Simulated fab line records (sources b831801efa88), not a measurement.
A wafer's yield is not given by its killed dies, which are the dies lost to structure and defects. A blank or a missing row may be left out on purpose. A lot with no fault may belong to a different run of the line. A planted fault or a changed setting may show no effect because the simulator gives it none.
Struck lot and sound lot, side by side || flow sky130 || 35 out of 708 route steps
Sound: the wafers L561.1, L561.3, L561.4. Struck: wafer L563.5. (L563.2, L563.3 of the same lot were not struck and are left out.) The cause comes at the end.
Order at every step that has rows: each side's tool, ch and its chambers, its first start. Under that, the readings that differ: sound wafers || struck wafers || difference of the means || sigmas: that difference in standard deviations of wafers without a fault.
alike: a reading whose means differ by less than 2 such deviations, as well as words and numbers matching on both sides. not compared: withheld readings; readings where some wafer has no value; bounds like >300 that might hide an equal value; numbers whose values overlap and for which the record gives no deviation.
Wherever a step has rows on one side only, a row that says differs or no value, or a row with sigmas, the two part there. When numbers do not overlap yet have no deviation, they are printed without sigmas and do not part them. Lack of a reading on every wafer of one side parts them only where that side has two or more wafers.

first, 9 steps without rows for these wafers: SKY_METAL2_DEVELOP_14 (develop time 60 s); SKY_METAL2_DESCUM_17 (chemistry O2, time 8 s); SKY_METAL2_ETCH_18 (etches BARC in N2/H2, stops on SiO2, time 45.9 s, target depth 60 nm); SKY_METAL2_METAL_ETCH_19 (etches the open film in Cl2/BCl3, stops on SiO2, target depth 360 nm, time 78 s); SKY_METAL2_STRIP_20 (strips in O2/N2); SKY_METAL2_STRIP_21 (strips in post etch residue remover, time 1200 s); SKY_METAL2_CLEAN_22 (cleans in IPA, time 180 s); SKY_METAL2_CLEAN_23 (cleans in O3/DIW); SKY_VIA2_HDPCVD_00 (deposits SiO2, target thk 1180 nm, time 196.7 s).
SKY_VIA2_CMP_02: polishes SiO2.
  sound on cmp-02 ch 0,2,3, day 37 22:40; struck on cmp-02 ch 1, day 38 09:00
{"reading": "model.SiO2_of_VIA2_HDPCVD_00.thk-nm (nm)", "sound": "494.5 495.3 494.4", "struck": 543.2, "difference": "+48.5", "sigmas": ""}
  alike: motor-current-A
SKY_VIA2_BOW_MEAS_03:
  sound: film-metro-02 at day 37 22:55; struck: film-metro-04 at day 38 09:33
  not compared: hold, VIA2_BOW
then, 8 steps without rows for these wafers: SKY_VIA2_HMDS_05 (prime time 60 s); SKY_VIA2_COAT_06 (resist thk 60 nm); SKY_VIA2_COAT_07 (resist thk 450 nm); SKY_VIA2_SOFTBAKE_08 (time 90 s); SKY_VIA2_EXPOSE_09 (exposes mask VIM2, target cd 200 nm); SKY_VIA2_PEB_10; SKY_VIA2_DEVELOP_11 (develop time 60 s); SKY_VIA2_ETCH_14 (etches BARC in N2/H2, stops on SiO2, time 45.9 s, target depth 60 nm).
SKY_VIA2_ETCH_15: etches SiO2 in C4F8/O2/Ar, stops on TiN, target depth 546 nm, time 84 s.
  sound on rie-diel-03 ch 2,3, day 39 00:32; struck on rie-diel-03 ch 2, day 39 10:05
{"reading": "oes-product-au (a.u.)", "sound": "0.937 0.944 0.941", "struck": 0.981, "difference": "+0.040", "sigmas": "+9"}
{"reading": "model.VIA2.feature-depth-nm (nm)", "sound": "494.5 495.3 494.4", "struck": 540.6, "difference": "+45.9", "sigmas": ""}
{"reading": "model.etch.depth-nm (nm)", "sound": "494.5 495.3 494.4", "struck": 540.6, "difference": "+45.9", "sigmas": ""}
  not compared: rf-hours-counter-h
then, 13 steps without rows for these wafers: SKY_VIA2_STRIP_16 (strips in O2/N2); SKY_VIA2_STRIP_17 (strips in post etch residue remover, time 1200 s); SKY_VIA2_CLEAN_18 (cleans in IPA, time 180 s); SKY_VIA2_CLEAN_19 (cleans in O3/DIW); SKY_VIA2_SPUTTER_20 (material TiN, target thk 20 nm, time 80 s); SKY_VIA2_CVD_21 (deposits W, target thk 420 nm, time 126.4 s); SKY_VIA2_CMP_24 (polishes, stops on SiO2, t overpolish 20 s, target thk 0 nm); SKY_METAL3_SPUTTER_00 (material Ti, target thk 15 nm, time 10 s); SKY_METAL3_SPUTTER_01 (material TiN, target thk 20 nm, time 16.7 s); SKY_METAL3_SPUTTER_02 (material AlCu, target thk 735 nm, time 39.1 s); SKY_METAL3_SPUTTER_03 (material Ti, target thk 5 nm, time 3.3 s); SKY_METAL3_SPUTTER_04 (material TiN, target thk 70 nm, time 58.3 s); SKY_CAPM_CVD_00 (deposits SiO2, target thk 15.5 nm).
-- the record jumps here: 2 days lie between the struck wafers' starts before and after (it left off in module CAPM and takes up again in module METAL3, whose first step shown is number 532 of the route) --
SKY_METAL3_METAL_ETCH_18: etches the open film in Cl2/BCl3, stops on SiO2, target depth 845 nm, time 183.1 s.
  sound on rie-metal-03 ch 0,1, day 41 04:14; struck on rie-metal-02 ch 1, day 41 12:48
{"reading": "drypump-motor-current-A (A)", "sound": "5.1 5.1 4.9", "struck": 6.0, "difference": "+1.0", "sigmas": "+3"}
{"reading": "oes-product-au (a.u.)", "sound": "0.876 0.875 0.879", "struck": 0.864, "difference": -0.013, "sigmas": -2}
{"reading": "model.SiO2_of_VIA2_HDPCVD_00.thk-nm (nm)", "sound": "464.6 465.3 464.5", "struck": 513.4, "difference": "+48.6", "sigmas": ""}
  alike: he-backside-leak-sccm, throttle-valve-pct
  not compared: rf-hours-counter-h
-- the record jumps here: 7 days lie between the struck wafers' starts before and after (it left off in module METAL3 and takes up again in module PAD_OPEN, whose first step shown is number 708 of the route) --
SKY_PAD_OPEN_PROBE_99:
  sound: prober-02 at day 48 00:10; struck: prober-02 at day 48 04:46
  alike: defect-limited-yield, killed_at_M0_to_M3, killed_at_M4_up, killed-at-contacts, killed-at-front-end, killed-at-other, killed-dies, killed-open, killed-short, sort_bin_3_pad_short, sort_bin_5_function, sort_bin_6_memory, sort-n-pass, sort-yield-pct

== WHERE THEY PART ==
At SKY_VIA2_ETCH_15 first; at SKY_METAL3_METAL_ETCH_18 last (within this record only). Later steps at which nothing parts them and some readings are alike: SKY_PAD_OPEN_PROBE_99.

WHY: the cause the simulator had injected
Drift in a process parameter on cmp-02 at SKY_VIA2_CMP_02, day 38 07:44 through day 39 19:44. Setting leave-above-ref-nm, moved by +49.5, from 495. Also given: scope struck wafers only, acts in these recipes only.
